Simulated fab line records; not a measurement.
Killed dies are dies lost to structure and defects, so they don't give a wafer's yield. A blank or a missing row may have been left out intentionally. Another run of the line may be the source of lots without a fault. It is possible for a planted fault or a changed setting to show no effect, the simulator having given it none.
fab line records	flow gf180mcu
record lots=12	wafers=36	lastDay=34
route steps=602 shown POLY_GATE@168 NSD@247 CONTACT@311 V1@358
lots that met no fault: taken from a fault-free run of the same line
startH: hours from the record's first day to the start of the lot's first wafer shown	waitH: time in hours since the lot's previous step	" identical to the entry in the row above	L1.1+2: a single row standing in for several wafers	- no value present, or no start provided	* or withheld: withheld	< > ~ a bound
route shown NAME@n: a module of which the file shows steps, and the number in the route of the first	usual: mean/standard deviation of fault-free wafers	same: alike in all rows	chamber/n: place in a boat	sites: readings site by site	_std_site: their standard deviation	_edge_site: inner sites' mean taken away from outer sites' mean	radiusMm: for every site, how far away it sits from the centre of the wafer	mask NAME#n: copy n	behind: the tool/chamber that last shaped the wafer	hold: why the lot went on hold/how many hours it stayed there/how the hold came to an end	device: the transistor (n, p or np) that didn't switch	end of line: tests of these same wafers at the route's end	where a step has no rows: the recipe by itself	killed: the dies lost at the first sort to structure and to defects; this is not the yield of the wafer	map: dies across one wafer; x = killed, . = not, _ = none there
set.NAME: the run value of the setting; set.NAME@STEP: its run value at that earlier step	model.NAME: the simulator's own value behind a step, which no gauge read
steps of the route over a sample of lots; a table a step, a row a wafer
services: the hour from which a tool's chamber was out of use, counted from the record's first day as startH (under 0 if before that day), plus the number of hours and why
## steps
# step GF_POLY_GATE_OVL_MEAS_11
# usual POLY_GATE_OVL=0/5.2
lot.wafer	tool	chamber	startH	waitH	POLY_GATE_OVL[nm]
L841.2	overlay-01	-	193.74	0.1	2
L841.4	"	-	"	"	3
L841.6	"	-	"	"	5
L842.1	overlay-02	-	204.88	0.1	-17
L842.5	"	-	"	"	-7
L842.6	"	-	"	"	-6
L843.1	overlay-02	-	210.32	0.1	-2
L843.2	"	-	"	"	-12
L843.6	"	-	"	"	-8
L844.1	overlay-02	-	215.87	0.1	-1
L844.2	"	-	"	"	-4
L844.3	"	-	"	"	-1
L848.1	overlay-01	-	247.64	0.1	5
L848.2	"	-	"	"	-4
L848.6	"	-	"	"	0
L853.2	overlay-01	-	282.14	0.1	4
L853.3	"	-	"	"	-1
L853.6	"	-	"	"	4
L857.1	overlay-01	-	311.27	0.1	2
L857.3	"	-	"	"	-7
L857.6	"	-	"	"	-4
L859.3	overlay-02	-	325.73	0.1	6
L859.5	"	-	"	"	1
L859.6	"	-	"	"	-2
L861.2	overlay-01	-	341.42	0.1	-5
L861.4	"	-	"	"	-2
L861.6	"	-	"	"	-4
L862.1	overlay-01	-	347.76	0.1	10
L862.3	"	-	"	"	5
L862.5	"	-	"	"	1
L863.2	overlay-02	-	351.92	0.1	6
L863.4	"	-	"	"	0
L863.5	"	-	"	"	-3
L864.1	overlay-01	-	363.08	0.1	-2
L864.3	"	-	"	"	-3
L864.5	"	-	"	"	-5
# step GF_NSD_TW_MEAS_12
# usual NSD_TW=4223/33
lot.wafer	tool	chamber	startH	waitH	NSD_TW
L841.2	filmMetro-03	-	292.78	0.1	4210
L841.4	"	-	"	"	4222
L841.6	"	-	"	"	4224
L842.1	filmMetro-03	-	305.62	0.1	4175
L842.5	"	-	"	"	4207
L842.6	"	-	"	"	4213
L843.1	filmMetro-04	-	313.11	0.1	4260
L843.2	"	-	"	"	4258
L843.6	"	-	"	"	4266
L844.1	filmMetro-01	-	319.97	0.1	4232
L844.2	"	-	"	"	4233
L844.3	"	-	"	"	4223
L848.1	filmMetro-03	-	354.11	0.1	4202
L848.2	"	-	"	"	4220
L848.6	"	-	"	"	4211
L853.2	filmMetro-03	-	396.48	0.1	4196
L853.3	"	-	"	"	4218
L853.6	"	-	"	"	4220
L857.1	filmMetro-03	-	430.66	0.1	4163
L857.3	"	-	"	"	4163
L857.6	"	-	"	"	4193
L859.3	filmMetro-03	-	447.07	0.1	4215
L859.5	"	-	"	"	4235
L859.6	"	-	"	"	4225
L861.2	filmMetro-04	-	464.98	0.1	4275
L861.4	"	-	"	"	4254
L861.6	"	-	"	"	4264
L862.1	filmMetro-01	-	470.97	0.1	4246
L862.3	"	-	"	"	4229
L862.5	"	-	"	"	4247
L863.2	filmMetro-01	-	474.86	0.1	4249
L863.4	"	-	"	"	4228
L863.5	"	-	"	"	4272
L864.1	filmMetro-01	-	488.72	0.1	4254
L864.3	"	-	"	"	4248
L864.5	"	-	"	"	4246
# step GF_CONTACT_CVD_24
# recipe material=W	targetThkNm=300	timeS=90.339	tempC=400	pressureTorr=40
# usual heaterPowerW=909/86
lot.wafer	tool	chamber	startH	waitH	heaterPowerW
L841.2	cvdW-02	0	358.11	0.0	1022
L841.4	"	1	"	"	841
L841.6	"	1	"	"	865
L842.1	cvdW-01	1	373.08	0.0	942
L842.5	"	1	"	"	928
L842.6	"	0	"	"	892
L843.1	cvdW-01	1	380.66	0.0	925
L843.2	"	0	"	"	877
L843.6	"	0	"	"	884
L844.1	cvdW-01	0	388.87	0.0	878
L844.2	"	1	"	"	933
L844.3	"	1	"	"	940
L848.1	cvdW-02	1	425.03	0.0	865
L848.2	"	0	"	"	1055
L848.6	"	1	"	"	862
L853.2	cvdW-02	0	471.81	0.0	1019
L853.3	"	0	"	"	1015
L853.6	"	1	"	"	903
L857.1	cvdW-01	1	504.58	0.0	973
L857.3	"	1	"	"	925
L857.6	"	0	"	"	790
L859.3	cvdW-01	0	522.04	0.1	815
L859.5	"	1	"	"	922
L859.6	"	0	"	"	806
L861.2	cvdW-02	0	538.27	0.0	1044
L861.4	"	1	"	"	842
L861.6	"	1	"	"	872
L862.1	cvdW-01	0	544.33	0.0	797
L862.3	"	0	"	"	802
L862.5	"	1	"	"	921
L863.2	cvdW-01	1	548.44	0.0	926
L863.4	"	1	"	"	953
L863.5	"	1	"	"	943
L864.1	cvdW-01	1	561.74	0.0	942
L864.3	"	0	"	"	778
L864.5	"	0	"	"	796
# step GF_CONTACT_RS_MEAS_25
# recipe thkMeasGauge=four-point-probe	reads=W_of_CONTACT_CVD_24+TiN_of_CONTACT_SPUTTER_23+Ti_of_CONTACT_SPUTTER_22
# usual CONTACT_W_RS=0.382/0.005
lot.wafer	tool	chamber	startH	waitH	hold	CONTACT_W_RS[ohm/sq]
L841.2	filmMetro-01	-	358.23	0.1	-	0.382
L841.4	"	-	"	"	-	0.375
L841.6	"	-	"	"	-	0.381
L842.1	filmMetro-02	-	373.18	0.1	-	0.379
L842.5	"	-	"	"	-	0.379
L842.6	"	-	"	"	-	0.384
L843.1	filmMetro-04	-	380.76	0.1	-	0.382
L843.2	"	-	"	"	-	0.386
L843.6	"	-	"	"	-	0.385
L844.1	filmMetro-02	-	388.97	0.1	-	0.388
L844.2	"	-	"	"	-	0.380
L844.3	"	-	"	"	-	0.383
L848.1	filmMetro-01	-	425.13	0.1	-	0.381
L848.2	"	-	"	"	-	0.381
L848.6	"	-	"	"	-	0.381
L853.2	filmMetro-02	-	471.93	0.1	awaitDispo/0.2h/release	0.374
L853.3	"	-	"	"	awaitDispo/0.2h/release	0.502
L853.6	"	-	"	"	awaitDispo/0.2h/release	0.375
L853.2	filmMetro-02	-	472.22	0.3	-	0.374
L853.3	"	-	"	"	-	0.502
L853.6	"	-	"	"	-	0.376
L857.1	filmMetro-04	-	504.68	0.1	-	0.386
L857.3	"	-	"	"	-	0.387
L857.6	"	-	"	"	-	0.383
L859.3	filmMetro-02	-	522.15	0.1	-	0.391
L859.5	"	-	"	"	-	0.383
L859.6	"	-	"	"	-	0.395
L861.2	filmMetro-02	-	538.39	0.1	-	0.378
L861.4	"	-	"	"	-	0.377
L861.6	"	-	"	"	-	0.376
L862.1	filmMetro-01	-	544.43	0.1	-	0.387
L862.3	"	-	"	"	-	0.388
L862.5	"	-	"	"	-	0.382
L863.2	filmMetro-02	-	548.56	0.1	-	0.385
L863.4	"	-	"	"	-	0.384
L863.5	"	-	"	"	-	0.383
L864.1	filmMetro-02	-	561.84	0.1	-	0.388
L864.3	"	-	"	"	-	0.391
L864.5	"	-	"	"	-	0.392
# step GF_CONTACT_THK_MEAS_26
# recipe thkMeasGauge=xrf	reads=W_of_CONTACT_CVD_24
# usual CONTACT_W_THK=296/4.2
lot.wafer	tool	chamber	startH	waitH	hold	CONTACT_W_THK[nm]
L841.2	filmMetro-01	-	358.34	0.1	-	293
L841.4	"	-	"	"	-	297
L841.6	"	-	"	"	-	293
L842.1	filmMetro-02	-	373.30	0.1	-	296
L842.5	"	-	"	"	-	297
L842.6	"	-	"	"	-	293
L843.1	filmMetro-04	-	380.88	0.1	-	296
L843.2	"	-	"	"	-	295
L843.6	"	-	"	"	-	295
L844.1	filmMetro-02	-	389.09	0.1	-	291
L844.2	"	-	"	"	-	297
L844.3	"	-	"	"	-	291
L848.1	filmMetro-01	-	425.25	0.1	-	294
L848.2	"	-	"	"	-	295
L848.6	"	-	"	"	-	296
L853.2	filmMetro-02	-	478.09	5.9	awaitDispo/0.2h/release	300
L853.3	"	-	"	"	awaitDispo/0.2h/release	225
L853.6	"	-	"	"	awaitDispo/0.2h/release	299
L853.2	filmMetro-02	-	478.32	0.2	-	301
L853.3	"	-	"	"	-	225
L853.6	"	-	"	"	-	298
L857.1	filmMetro-04	-	504.80	0.1	-	295
L857.3	"	-	"	"	-	296
L857.6	"	-	"	"	-	299
L859.3	filmMetro-02	-	522.25	0.1	-	287
L859.5	"	-	"	"	-	294
L859.6	"	-	"	"	-	283
L861.2	filmMetro-02	-	538.50	0.1	-	300
L861.4	"	-	"	"	-	298
L861.6	"	-	"	"	-	299
L862.1	filmMetro-01	-	544.55	0.1	-	294
L862.3	"	-	"	"	-	294
L862.5	"	-	"	"	-	299
L863.2	filmMetro-02	-	548.67	0.1	-	294
L863.4	"	-	"	"	-	294
L863.5	"	-	"	"	-	295
L864.1	filmMetro-02	-	561.96	0.1	-	292
L864.3	"	-	"	"	-	289
L864.5	"	-	"	"	-	289
# step GF_CONTACT_CMP_27
# recipe stopOn=SiO2	downForcePsi=3.5	platenRpm=60	tOverpolishS=15	targetThkNm=0	padVelocityMS=0.94248
# usual motorCurrentA=11.0/1.6	retainingRingPressureFrac=1.000/0.0047	timeToEndpointS=73/3.2
lot.wafer	tool	chamber	startH	waitH	hold	motorCurrentA	retainingRingPressureFrac	timeToEndpointS
L841.4	cmp-01	2	358.49	0.1	-	10.9	0.997	71
L841.2	"	3	"	"	-	11.4	1.006	72
L841.6	"	0	"	"	-	9.1	1.000	76
L842.1	cmp-02	2	373.46	0.1	-	9.8	0.996	67
L842.6	"	0	"	"	-	8.7	0.999	67
L842.5	"	1	"	"	-	13.5	1.002	67
L843.2	cmp-01	1	380.94	0.0	-	11.8	0.991	68
L843.1	"	3	"	"	-	11.7	0.996	70
L843.6	"	1	"	"	-	12.0	0.994	72
L844.1	cmp-02	2	389.20	0.1	-	9.4	0.998	68
L844.2	"	3	"	"	-	12.3	1.001	71
L844.3	"	0	"	"	-	8.6	1.011	71
L848.2	cmp-02	3	425.31	0.0	-	12.6	0.998	77
L848.1	"	2	"	"	-	9.8	1.003	78
L848.6	"	3	"	"	-	12.9	1.001	78
L853.3	cmp-02	1	483.62	5.3	awaitDispo/5.2h/release	13.5	1.007	58
L853.2	"	2	"	"	awaitDispo/5.2h/release	10.1	0.997	74
L853.6	"	0	"	"	awaitDispo/5.2h/release	8.6	0.999	77
L857.3	cmp-01	3	504.96	0.1	-	11.9	1.003	80
L857.1	"	0	"	"	-	9.7	0.995	75
L857.6	"	2	"	"	-	10.5	1.007	73
L859.3	cmp-02	1	522.39	0.1	-	13.2	1.002	71
L859.6	"	3	"	"	-	12.6	1.002	73
L859.5	"	0	"	"	-	8.9	1.005	70
L861.2	cmp-02	1	538.65	0.1	-	13.9	0.999	75
L861.4	"	2	"	"	-	9.8	1.003	76
L861.6	"	3	"	"	-	12.5	0.998	77
L862.3	cmp-02	0	544.66	0.1	-	9.3	0.997	75
L862.1	"	2	"	"	-	9.8	0.994	73
L862.5	"	0	"	"	-	8.6	1.005	76
L863.2	cmp-02	2	548.77	0.1	-	9.7	0.996	74
L863.4	"	3	"	"	-	11.6	1.001	78
L863.5	"	2	"	"	-	9.7	0.992	80
L864.3	cmp-02	2	562.02	0.0	-	9.5	0.997	73
L864.1	"	3	"	"	-	12.8	0.997	76
L864.5	"	3	"	"	-	11.5	0.992	80
# step GF_V1_CVD_23
# recipe material=W	targetThkNm=350	timeS=105.05	tempC=400	pressureTorr=40
# usual heaterPowerW=906/90
# same timeS=105.05
lot.wafer	tool	chamber	startH	waitH	heaterPowerW
L841.2	cvdW-02	1	406.38	0.0	847
L841.4	"	1	"	"	869
L841.6	"	1	"	"	851
L842.1	cvdW-02	1	422.63	0.0	854
L842.5	"	0	"	"	1038
L842.6	"	1	"	"	851
L843.1	cvdW-01	0	429.93	0.0	803
L843.2	"	1	"	"	918
L843.6	"	0	"	"	808
L844.1	cvdW-02	1	439.85	0.0	845
L844.2	"	0	"	"	1027
L844.3	"	0	"	"	1051
L848.1	cvdW-02	1	476.47	0.0	845
L848.2	"	0	"	"	1031
L848.6	"	0	"	"	1047
L853.2	cvdW-02	0	521.43	0.0	1016
L853.3	"	0	"	"	1058
L853.6	"	1	"	"	875
L857.1	cvdW-01	1	553.43	0.0	930
L857.3	"	1	"	"	930
L857.6	"	0	"	"	815
L859.3	cvdW-01	0	569.83	0.1	827
L859.5	"	0	"	"	808
L859.6	"	1	"	"	966
L861.2	cvdW-01	1	585.61	0.0	945
L861.4	"	1	"	"	949
L861.6	"	1	"	"	931
L862.1	cvdW-02	1	590.66	0.0	861
L862.3	"	0	"	"	1032
L862.5	"	0	"	"	1046
L863.2	cvdW-02	1	595.66	0.0	894
L863.4	"	1	"	"	878
L863.5	"	1	"	"	849
L864.1	cvdW-01	1	607.28	0.0	929
L864.3	"	1	"	"	920
L864.5	"	0	"	"	809
## services
tool	chamber	startH	hours	kind
cmp-02	-	345.07	8.2	pm
cmp-02	-	355.24	2.7	repair
cvdW-01	-	390.00	14.0	pm
cvdW-01	0	390.00	14.0	ventCycle
cvdW-01	1	390.00	14.0	ventCycle
cmp-01	-	390.25	3.4	pm
cmp-02	-	396.82	1.5	repair
cmp-02	-	404.00	4.0	pm
cvdW-01	0	404.00	-	clean
cvdW-01	1	404.00	-	clean
cmp-02	-	408.00	-	consumableReplace:conditioner
cmp-02	-	408.00	-	consumableReplace:pad
cvdW-01	1	417.20	2.6	repair
cvdW-01	-	490.49	1.4	repair
cmp-02	-	509.93	1.9	repair
cvdW-02	-	527.45	1.4	repair
cmp-01	-	532.75	1.4	repair
cmp-01	-	534.11	6.3	pm
cmp-01	-	541.61	2.0	repair
cvdW-02	-	561.45	28.1	pm
cmp-01	-	572.00	4.0	pm
cmp-01	-	576.00	-	consumableReplace:conditioner
cmp-02	-	588.98	0.3	repair
cvdW-01	-	603.18	1.1	repair
## key
firstSign step=GF_CONTACT_RS_MEAS_25	reading=visit	direction=added
effect step=GF_CONTACT_RS_MEAS_25	reading=CONTACT_W_RS	direction=up	sigmas=24	usual=0.382	struck=0.502
effect step=GF_CONTACT_THK_MEAS_26	reading=visit	direction=added
effect step=GF_CONTACT_THK_MEAS_26	reading=CONTACT_W_THK	direction=down	sigmas=17	usual=296	struck=225
effect step=GF_CONTACT_CMP_27	reading=timeToEndpointS	direction=down	sigmas=4.9	usual=*	struck=*
metAt GF_CONTACT_CVD_24
struckLots L853
struckWafers L853.3
testerLeftOut L853
notActingAt GF_POLY_GATE_OVL_MEAS_11,GF_NSD_TW_MEAS_12,GF_V1_CVD_23
onsetBetween 425.03 471.81
fault kind=processParameterDrift	tool=cvdW-02	chamber=-	onsetH=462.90	steps=GF_CONTACT_CVD_24	channel=targetThkNm	offset=-74.581	shape=step	endH=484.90	scope=struckWafersOnly	actsIn=theseRecipesOnly	stated=300
# testerLeftOut: of these lots the tester's yield and bins aren't shown, on N5 and GAA mostly nor the transistor test; their killed dies are dies lost to structure and defects alone, not to doping, threshold or leakage, so they don't give the yield
